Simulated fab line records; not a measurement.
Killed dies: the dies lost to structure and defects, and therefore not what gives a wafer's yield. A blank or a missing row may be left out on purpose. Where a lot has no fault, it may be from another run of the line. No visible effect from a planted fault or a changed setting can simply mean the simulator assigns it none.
fab line records -- flow sky130
[record] lots = 5, wafers = 14, last_day = 50
route steps=708 shown VIA1@472 METAL2@483 PAD_OPEN@708
lots that met no fault: from a run of the same line without faults
start_h: hours from the record's first day to the start of the lot's first wafer shown -- wait_h: time in hours since the lot's previous step -- " identical to the entry in the row above -- L1.1+2: several wafers, shown together as one row -- - no value, or no start given -- * or withheld: withheld -- < > ~ a bound
route shown NAME@n: names a module that has steps shown in the file, with the first one's number in the route -- usual: mean/standard deviation taken from wafers without a fault -- same: alike in all rows -- chamber/n: place in a boat -- sites: the reading at each site -- _std_site: the values' standard deviation -- _edge_site: inner sites' mean taken away from outer sites' mean -- radius_mm: for every site, how far away it sits from the centre of the wafer -- mask NAME#n: copy n -- behind: the last tool/chamber to shape the wafer -- hold: the reason the lot was held/the length of the hold in hours/how it ended -- device: the n, p or np transistor that did not switch -- end of line: tests of these same wafers at the route's end -- a step with no rows: only its recipe -- killed: dies that structure and defects cost at the first sort, which is not the same as the wafer's yield -- map: dies across one wafer; x = killed, . = not, _ = none there
set.NAME: the run value of the setting; set.NAME@STEP: its run value at that earlier step -- model.NAME: the simulator's own value behind a step, which no gauge read
certain route steps with their lots: each step a table, each wafer a row
services: the hour from which a tool's chamber was out of use, counted from the record's first day as start_h (under 0 if before that day), plus the number of hours and why
[[steps]]
[step SKY_VIA1_ETCH_14]
[recipe] chemistry = N2/H2, target = BARC, ion_energy_ev = 200, source_w = 500, bias_w = 100, pressure_mtorr = 30, n2_flow_sccm = 100, h2_flow_sccm = 200, stop_on = SiO2, time_s = 45.9, target_depth_a = 600
[usual] bias_w = 100.0/0.3, chamber_pressure_mTorr = 30.005/0.027, drypump_motor_current_A = 5.6/0.43, n2_flow_sccm = 100.0/0.31, oes_product_au = 0.855/0.0049, rf_fwd_power_W = 494.8/2, throttle_valve_pct = 13.224/0.0092
lot.wafer,tool,chamber,start_h,wait_h,bias_w,chamber_pressure_mTorr,drypump_motor_current_A,n2_flow_sccm,oes_product_au,rf_fwd_power_W,rf_hours_counter_h,throttle_valve_pct
L912.2,rie_diel-04,0,794.42,0.0,100.3,30.029,5.5,99.9,0.858,495.8,9,13.239
L912.3,rie_diel-04,3,794.42,0.0,100.0,30.007,5.5,99.8,0.858,494.5,5,13.221
L912.6,rie_diel-04,3,794.42,0.0,100.5,30.005,5.5,99.8,0.851,495.9,-,13.211
L917.2,rie_diel-02,1,846.78,0.0,100.2,29.991,5.3,100.2,0.850,496.7,7,13.224
L917.5,rie_diel-02,0,846.78,0.0,99.9,29.996,5.1,99.8,0.856,493.9,-,13.215
L917.6,rie_diel-02,1,846.78,0.0,99.7,30.034,5.3,100.1,0.859,495.8,-,13.204
L921.3,rie_diel-02,3,863.57,0.0,100.1,29.994,5.1,99.5,0.851,495.0,0,13.233
L921.6,rie_diel-02,2,863.57,0.0,99.9,29.978,5.8,99.5,0.857,492.0,-,13.231
L929.1,rie_diel-02,3,915.76,0.0,100.0,30.038,5.2,100.1,0.851,493.9,2,13.223
L929.3,rie_diel-02,0,915.76,0.0,100.1,29.998,5.1,99.4,0.859,495.0,16,13.226
L929.4,rie_diel-02,1,915.76,0.0,100.1,29.951,5.3,99.9,0.854,492.8,8,13.227
L934.2,rie_diel-04,3,946.47,0.0,100.1,30.008,5.5,100.0,0.864,498.1,10,13.224
L934.4,rie_diel-04,0,946.47,0.0,99.6,30.051,5.5,99.4,0.849,495.9,13,13.201
L934.6,rie_diel-04,0,946.47,0.0,100.1,29.966,5.6,99.8,0.853,496.8,-,13.222
[step SKY_VIA1_ETCH_15]
[recipe] target = SiO2, chemistry = C4F8/O2/Ar, target_depth_nm = 351, stop_on = TiN, mask_material = KrF-thick, source_w = 1500, bias_w = 1200, pressure_mtorr = 40, c4f8_flow_sccm = withheld, O2_flow_sccm = 6, Ar_flow_sccm = 300, time_s = 54
[usual] bias_w = 1200/3.8, chamber_pressure_mTorr = 40.00/0.038, oes_product_au = 0.980/0.0067, rf_fwd_power_W = 1486/5.7
lot.wafer,tool,chamber,start_h,wait_h,bias_w,chamber_pressure_mTorr,oes_product_au,rf_fwd_power_W,rf_hours_counter_h
L912.2,rie_diel-04,0,794.46,0.0,1202,39.98,0.992,1491,9
L912.3,rie_diel-04,3,794.46,0.0,1198,39.98,0.975,1487,5
L912.6,rie_diel-04,3,794.46,0.0,1197,39.98,0.989,1487,-
L917.2,rie_diel-02,1,846.82,0.0,1202,40.03,0.993,1487,7
L917.5,rie_diel-02,0,846.82,0.0,1197,39.93,0.988,1488,-
L917.6,rie_diel-02,1,846.82,0.0,1207,40.03,0.983,1485,-
L921.3,rie_diel-02,3,863.61,0.0,1203,39.99,0.984,1483,0
L921.6,rie_diel-02,2,863.61,0.0,1200,39.99,0.977,1484,-
L929.1,rie_diel-02,3,915.80,0.0,1197,40.02,0.985,1482,2
L929.3,rie_diel-02,0,915.80,0.0,1200,40.03,0.970,1482,16
L929.4,rie_diel-02,1,915.80,0.0,1200,40.00,0.973,1477,8
L934.2,rie_diel-04,3,946.51,0.0,1201,40.00,0.988,1494,10
L934.4,rie_diel-04,0,946.51,0.0,1202,40.03,0.979,1495,13
L934.6,rie_diel-04,0,946.51,0.0,1198,40.01,0.984,1489,-
[step SKY_VIA1_STRIP_16]
[recipe] chemistry = O2/N2, power_w = 1400, pressure_mtorr = 1500, platen_temp_c = withheld, o2_flow_sccm = 3000, n2_flow_sccm = 300, overash_fraction = 0.5
[usual] chamber_pressure_mTorr = 1499.9/1.4, drypump_motor_current_A = 5.8/0.52, n2_flow_sccm = 300.0/0.88, oes_product_au = 0.415/0.0049, strip_time_to_endpoint_s = 4.468/0.028
lot.wafer,tool,chamber,start_h,wait_h,chamber_pressure_mTorr,drypump_motor_current_A,n2_flow_sccm,oes_product_au,rf_hours_counter_h,strip_time_to_endpoint_s
L912.2,plasma_asher-04,1,794.51,0.0,1499.9,5.0,299.3,0.423,92,4.423
L912.3,plasma_asher-04,0,794.51,0.0,1499.1,6.7,300.1,0.408,-,4.402
L912.6,plasma_asher-04,1,794.51,0.0,1500.1,5.0,298.4,0.411,-,4.428
L917.2,plasma_asher-04,1,846.86,0.0,1498.4,5.0,300.6,0.413,98,4.471
L917.5,plasma_asher-04,0,846.86,0.0,1499.0,6.7,299.3,0.414,-,4.462
L917.6,plasma_asher-04,1,846.86,0.0,1501.3,5.0,299.5,0.411,-,4.437
L921.3,plasma_asher-04,0,863.69,0.1,1499.4,6.7,300.8,0.412,-,4.442
L921.6,plasma_asher-04,1,863.69,0.1,1500.8,5.0,299.4,0.416,-,4.486
L929.1,plasma_asher-03,1,915.85,0.0,1499.2,5.8,300.2,0.409,15,4.442
L929.3,plasma_asher-03,1,915.85,0.0,1500.4,5.8,298.6,0.418,-,4.469
L929.4,plasma_asher-03,0,915.85,0.0,1502.7,6.2,299.8,0.420,-,4.479
L934.2,plasma_asher-02,0,946.56,0.0,1499.2,5.7,299.8,0.413,52,4.457
L934.4,plasma_asher-02,1,946.56,0.0,1500.0,5.7,300.0,0.415,-,4.444
L934.6,plasma_asher-02,0,946.56,0.0,1499.8,5.6,300.0,0.415,-,4.443
[step SKY_VIA1_STRIP_17]
[recipe] chemistry = post_etch_residue_remover, time_s = 1200, temp_c = 72.5
[step SKY_VIA1_CLEAN_18]
[recipe] chemistry = IPA, time_s = 180, temp_c = 25
[step SKY_VIA1_CLEAN_19]
[recipe] chemistry = O3/DIW, dry = n2_spin
[step SKY_VIA1_SPUTTER_20]
[recipe] material = TiN, target_thk_nm = 20, chamber_pressure_pa = 5, power_w = 4000, time_s = 80
[step SKY_VIA1_CVD_21]
[recipe] material = W, target_thk_nm = 270, time_s = 80.902, temp_c = 400, pressure_torr = 40
[usual] heater_power_w = 907/86
lot.wafer,tool,chamber,start_h,wait_h,heater_power_w
L912.2,cvd_w-02,0,795.17,0.0,894
L912.3,cvd_w-02,0,795.17,0.0,858
L912.6,cvd_w-02,0,795.17,0.0,854
L917.2,cvd_w-02,0,847.52,0.0,838
L917.5,cvd_w-02,1,847.52,0.0,1013
L917.6,cvd_w-02,0,847.52,0.0,864
L921.3,cvd_w-02,1,864.43,0.1,1008
L921.6,cvd_w-02,0,864.43,0.1,879
L929.1,cvd_w-02,0,916.62,0.2,898
L929.3,cvd_w-02,0,916.62,0.2,893
L929.4,cvd_w-02,1,916.62,0.2,1015
L934.2,cvd_w-01,1,947.25,0.0,852
L934.4,cvd_w-01,0,947.25,0.0,789
L934.6,cvd_w-01,1,947.25,0.0,839
[step SKY_VIA1_RS_MEAS_22]
[recipe] thk_meas_gauge = four-point-probe, reads = W_of_VIA1_CVD_21+TiN_of_VIA1_SPUTTER_20
[usual] VIA1_W_RS = 0.428/0.0088
lot.wafer,tool,chamber,start_h,wait_h,VIA1_W_RS[ohm/sq]
L912.2,film_metro-01,-,795.28,0.1,0.413
L912.3,film_metro-01,-,795.28,0.1,0.412
L912.6,film_metro-01,-,795.28,0.1,0.414
L917.2,film_metro-03,-,847.63,0.1,0.417
L917.5,film_metro-03,-,847.63,0.1,0.431
L917.6,film_metro-03,-,847.63,0.1,0.414
L921.3,film_metro-03,-,864.53,0.1,0.438
L921.6,film_metro-03,-,864.53,0.1,0.417
L929.1,film_metro-01,-,916.71,0.1,0.424
L929.3,film_metro-01,-,916.71,0.1,0.418
L929.4,film_metro-01,-,916.71,0.1,0.438
L934.2,film_metro-03,-,947.37,0.1,0.425
L934.4,film_metro-03,-,947.37,0.1,0.433
L934.6,film_metro-03,-,947.37,0.1,0.428
[step SKY_VIA1_THK_MEAS_23]
[recipe] thk_meas_gauge = xrf, reads = W_of_VIA1_CVD_21
[usual] VIA1_W_THK = 265/6
lot.wafer,tool,chamber,start_h,wait_h,VIA1_W_THK[nm]
L912.2,film_metro-01,-,795.39,0.1,277
L912.3,film_metro-01,-,795.39,0.1,277
L912.6,film_metro-01,-,795.39,0.1,276
L917.2,film_metro-03,-,847.74,0.1,269
L917.5,film_metro-03,-,847.74,0.1,261
L917.6,film_metro-03,-,847.74,0.1,272
L921.3,film_metro-03,-,864.63,0.1,259
L921.6,film_metro-03,-,864.63,0.1,272
L929.1,film_metro-01,-,916.83,0.1,272
L929.3,film_metro-01,-,916.83,0.1,276
L929.4,film_metro-01,-,916.83,0.1,263
L934.2,film_metro-03,-,947.48,0.1,263
L934.4,film_metro-03,-,947.48,0.1,259
L934.6,film_metro-03,-,947.48,0.1,262
[step SKY_VIA1_CMP_24]
[recipe] stop_on = SiO2, t_overpolish_s = 15, down_force_psi = 3.5, platen_rpm = 60, target_thk_nm = 0, pad_velocity_m_s = 0.94248
[step SKY_METAL2_SPUTTER_00]
[recipe] material = Ti, target_thk_nm = 15, power_w = 3000, time_s = 10, chamber_pressure_pa = 0.4
[usual] cathode_dc_power_W = 3000.0/0.54, throttle_valve_pct = 29.9/0.94
lot.wafer,tool,chamber,start_h,wait_h,cathode_dc_power_W,throttle_valve_pct
L912.2,pvd_sputter-04,-,795.74,0.1,3000.5,30.5
L912.3,pvd_sputter-04,-,795.74,0.1,3000.2,29.5
L912.6,pvd_sputter-04,-,795.74,0.1,2999.4,29.4
L917.2,pvd_sputter-03,-,848.09,0.1,3000.3,29.9
L917.5,pvd_sputter-03,-,848.09,0.1,2999.8,31.5
L917.6,pvd_sputter-03,-,848.09,0.1,3000.4,28.4
L921.3,pvd_sputter-03,-,865.07,0.2,2999.3,28.5
L921.6,pvd_sputter-03,-,865.07,0.2,2999.5,30.0
L929.1,pvd_sputter-04,-,917.19,0.2,2999.2,29.4
L929.3,pvd_sputter-04,-,917.19,0.2,2999.2,29.6
L929.4,pvd_sputter-04,-,917.19,0.2,3000.0,29.8
L934.2,pvd_sputter-02,-,947.83,0.2,2999.4,28.4
L934.4,pvd_sputter-02,-,947.83,0.2,2999.8,29.6
L934.6,pvd_sputter-02,-,947.83,0.2,3000.3,30.0
[step SKY_METAL2_SPUTTER_01]
[recipe] material = TiN, target_thk_nm = 20, power_w = 6500, time_s = 16.7, chamber_pressure_pa = 0.4
[usual] cathode_dc_power_W = 6500.1/1.1, throttle_valve_pct = 29.9/0.98
lot.wafer,tool,chamber,start_h,wait_h,cathode_dc_power_W,throttle_valve_pct,model.TiN_of_METAL2_SPUTTER_01.thk_nm
L912.2,pvd_sputter-04,-,795.76,0.0,6500.9,30.6,20.39
L912.3,pvd_sputter-04,-,795.76,0.0,6501.5,29.5,20.04
L912.6,pvd_sputter-04,-,795.76,0.0,6501.0,29.6,20.2
L917.2,pvd_sputter-03,-,848.11,0.0,6499.8,30.4,20.02
L917.5,pvd_sputter-03,-,848.11,0.0,6500.1,31.5,19.5
L917.6,pvd_sputter-03,-,848.11,0.0,6500.8,28.1,20.13
L921.3,pvd_sputter-03,-,865.09,0.0,6499.6,27.9,19.86
L921.6,pvd_sputter-03,-,865.09,0.0,6500.6,30.2,9.895
L929.1,pvd_sputter-04,-,917.22,0.0,6500.5,29.4,19.9
L929.3,pvd_sputter-04,-,917.22,0.0,6501.2,29.7,20.12
L929.4,pvd_sputter-04,-,917.22,0.0,6500.1,29.8,19.61
L934.2,pvd_sputter-02,-,947.85,0.0,6500.2,28.6,19.63
L934.4,pvd_sputter-02,-,947.85,0.0,6501.1,29.3,20.5
L934.6,pvd_sputter-02,-,947.85,0.0,6499.7,29.6,19.49
[step SKY_METAL2_SPUTTER_02]
[recipe] material = AlCu, target_thk_nm = 250, power_w = 10600, time_s = 13.3, chamber_pressure_pa = 0.4
[step SKY_PAD_OPEN_PROBE_99]
[usual] defect_limited_yield = 82.2/1.8, killed_at_M0_to_M3 = 42/6.1, killed_at_M4_up = 3.3/1.7, killed_at_contacts = 25/5.4, killed_at_front_end = 16/4.6, killed_at_other = 0.4/0.55, killed_dies = 87/8.8, killed_open = 47/7.1, killed_short = 40/5.8, sort_bin_3_pad_short = 0.9/0.45, sort_bin_5_function = 10.7/1.4, sort_bin_6_memory = 6.2/1.2, sort_n_pass = 405/8.8, sort_yield_pct = 82.2/1.8
[same] gross_dies = 492, killed_at_back_side = 0, sort_bin_4_leakage[%] = 0, sort_bin_8_speed[%] = 0
lot.wafer,tool,chamber,start_h,wait_h,defect_limited_yield[%],killed_at_M0_to_M3,killed_at_M4_up,killed_at_contacts,killed_at_front_end,killed_at_other,killed_dies,killed_open,killed_short,sort_bin_3_pad_short[%],sort_bin_5_function[%],sort_bin_6_memory[%],sort_n_pass,sort_yield_pct[%]
L921.3,prober-02,-,1131.65,0.2,86.2,32,3,17,16,0,68,38,30,0.2,9.1,4.5,424,86.2
L921.6,prober-02,-,1131.80,0.2,82.3,39,8,26,14,0,87,45,41,1.2,10.4,6.1,405,82.3
// killed by level:class
L921.3 LI_CONTACT:geometric_particle:open=9 VIA1:geometric_particle:open=8 VIA3:geometric_particle:open=7 FIELD_ISO:geometric_particle:short=6 POLY_GATE:geometric_particle:short=5 CONTACT:geometric_particle:open=5 METAL1:geometric_particle:short=4 METAL2:geometric_particle:short=4
L921.6 VIA3:geometric_particle:open=9 LI_CONTACT:geometric_particle:open=7 CONTACT:geometric_particle:open=6 CONTACT:geometric_particle:short=6 METAL1:geometric_particle:short=6 METAL4:geometric_particle:short=5 VIA1:geometric_particle:short=4 VIA1:geometric_particle:open=4
[[services]]
tool,chamber,start_h,hours,kind
rie_diel-04,1,778.27,6.8,repair
pvd_sputter-03,-,800.57,0.5,repair
rie_diel-04,-,805.60,0.1,repair
plasma_asher-03,-,813.58,10.0,pm
rie_diel-04,-,817.58,1.0,repair
cvd_w-01,-,820.94,6.9,pm
rie_diel-02,3,830.95,-,clean
rie_diel-02,3,830.95,13.7,scheduled_down
rie_diel-02,3,830.95,13.7,vent_cycle
pvd_sputter-02,-,832.97,3.7,repair
pvd_sputter-02,-,861.77,9.4,repair
cvd_w-01,-,904.00,14.0,pm
cvd_w-01,0,904.00,14.0,vent_cycle
cvd_w-01,1,904.00,14.0,vent_cycle
rie_diel-02,1,906.71,4.5,repair
cvd_w-02,-,913.86,0.3,repair
cvd_w-01,0,918.00,-,clean
cvd_w-01,1,918.00,-,clean
plasma_asher-03,-,925.20,2.8,pm
pvd_sputter-02,-,937.08,8.5,repair
cvd_w-02,-,947.31,6.0,pm
[[key]]
first_sign none at tools or gauges
[model_effect] step = SKY_METAL2_SPUTTER_01, value = TiN_of_METAL2_SPUTTER_01.thk_nm, without = 19.8, struck = 9.895
met_at SKY_METAL2_SPUTTER_01
struck_wafers L921.6
onset_between 848.11 865.09
[fault] kind = process_parameter_drift, tool = pvd_sputter-03, chamber = -, onset_h = 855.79, steps = SKY_METAL2_SPUTTER_01, channel = target_thk_nm, offset = -9.9013, shape = step, end_h = 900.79, scope = struck_wafers_only, acts_in = these_recipes_only, stated = 20
